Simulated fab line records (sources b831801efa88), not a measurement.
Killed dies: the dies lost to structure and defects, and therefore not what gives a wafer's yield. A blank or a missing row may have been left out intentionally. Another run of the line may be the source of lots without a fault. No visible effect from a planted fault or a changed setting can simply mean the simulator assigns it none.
8D (eight disciplines) problem report, filled in by code | flow gf180mcu | the parts of the form that need people (team, actions taken, sign-off) are left out

== 1. PROBLEM STATEMENT ==
strip time to endpoint s at GF_DUAL_GATE_STRIP_13 reads a mean of 12.11 s on 4 wafers of 2 lots; wafers without a fault read 12.64 s with a standard deviation of 0.038. That is -14 standard deviations from the usual mean.
The step: strips in O2/N2.
First observed at day 10 21:01: wafer L646.2, on plasma asher-01. Wafers with a number at this step in the record: 42, from 14 lots. Rule for "out", or "out of limits": more than 4 standard deviations from the usual mean. All remaining wafers that have a number are taken as sound.

== 2. WHAT IT IS, AND WHAT IT ISN'T ==
question                    | is                                       | is not
which readings at this step | strip time to endpoint s, oes product au | drypump motor current A, heater power w
which lots                  | L646, L647                               | L637, L639, L640, L641, L643, L653, L655, L656, L657, L658, L659, L660
which wafers of those lots  | L646.2, L646.5, L647.4, L647.6           | L646.6, L647.1
read on which tools         | plasma asher-01                          | plasma asher-02, plasma asher-03
when                        | from day 10 21:01                        | up to then (16 sound wafers); but 22 sound wafers of L647, L653, L655, L656, L657, L658, L659, L660 came after

== 3. WHAT RULES OUT EACH SUSPECT ==
Counting: any tool at a process step up to the reading remains a suspect provided it ran every lot that is out. Sound lots after the first of them don't rule it out here, since some wafers of a struck lot are sound.
- plasma asher-01 at GF_DUAL_GATE_STRIP_13 (strips in O2/N2): kept. Every lot that is out went through it, the first being L646 (day 10 21:01); the last sound lot it ran before that was L641 (day 9 12:43). Out on those wafers are its own readings of oes product au, strip time to endpoint s.
- At GF_DUAL_GATE_STRIP_13 on plasma asher-01, chamber 0 took the sound wafers of the same lots and chamber 1 took the wafers that are out.
The count leaves plasma asher-01 at GF_DUAL_GATE_STRIP_13.

== 4. THE CAUSE (what the simulator had put in) ==
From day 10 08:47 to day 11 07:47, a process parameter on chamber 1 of plasma asher-01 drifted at GF_DUAL_GATE_STRIP_13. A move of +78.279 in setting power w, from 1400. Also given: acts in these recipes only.
After counting, this tool was the only one left.

== 5. THE EFFECT CHAIN, in route order ==
Each row: a reading where the mean over the struck wafers with a number is more than 3 standard deviations away from the usual. Scope: only readings with a usual standard deviation given in the record; hours: median across lots of the time from each lot's start at the first step in this table that gives one to its start at this step; sigmas: change in usual standard deviations.
hours | step                  | reading                  | usual      | on struck wafers | change | sigmas
0     | GF_DUAL_GATE_STRIP_13 | oes product au           | 0.716 a.u. | 0.742            | +0.026 | +5.0
0     | GF_DUAL_GATE_STRIP_13 | strip time to endpoint s | 12.64 s    | 12.11            | -0.54  | -14
Its process steps:
- GF_DUAL_GATE_STRIP_13: strips in O2/N2.
Later steps that measure or inspect, where all struck wafers having a row at the step show a number for every such reading and not one has moved that far: GF_V1_THK_MEAS_01, GF_M3_THK_MEAS_06.

== 6. HOW IT WOULD HAVE BEEN CAUGHT EARLIER ==
In this record no reading fell out of limits until day 10 21:01, 12 hours after the fault had begun at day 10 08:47.
